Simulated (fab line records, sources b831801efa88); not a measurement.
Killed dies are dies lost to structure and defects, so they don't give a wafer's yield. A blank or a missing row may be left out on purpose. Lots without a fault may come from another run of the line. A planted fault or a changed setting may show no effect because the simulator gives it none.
Chamber matching | flow gf180mcu | GF_V3_ETCH_16 on rie_diel-01: 4 sister chambers
The step etches BARC in N2/H2. 4 wafers are shown with their chamber, then 8 later ones without.

WAFERS WITH THEIR CHAMBER
wafer  | chamber | drypump_motor_current_A (A)
L569.6 | 0       | 5.7
L571.5 | 3       | 5.6
L571.6 | 2       | 5.0
L572.3 | 1       | 5.5

WAFERS WITHOUT THEIR CHAMBER
wafer  | drypump_motor_current_A (A)
L572.5 | 5.6
L572.6 | 5.7
L576.2 | 5.7
L576.3 | 5.0
L576.6 | 5.0
L577.1 | 5.5
L577.2 | 5.7
L577.3 | 5.1

WHICH CHAMBER EACH WENT THROUGH
wafer  | from the rows above | in truth
L572.5 | 3                   | 3
L572.6 | 0                   | 0
L576.2 | 0                   | 0
L576.3 | 2                   | 2
L576.6 | 2                   | 2
L577.1 | 1                   | 1
L577.2 | 0                   | 0
L577.3 | 2                   | 2
Placed correctly: 8 of 8. Can't be placed from these rows: 0. Placed wrongly: 0.
How it was worked out, from the rows above alone: a wafer's distance from a chamber is the root of the sum, over the readings, of the square of ((its reading less the chamber's mean) divided by the reading's scatter). The wafer belongs to the nearest chamber; if the next one is less than 2 further off, it can't be placed. A chamber's mean is the mean of its shown wafers. The scatter: with one shown wafer a chamber, the root of the mean of the squares of how far each hidden wafer lies from its nearest shown one.
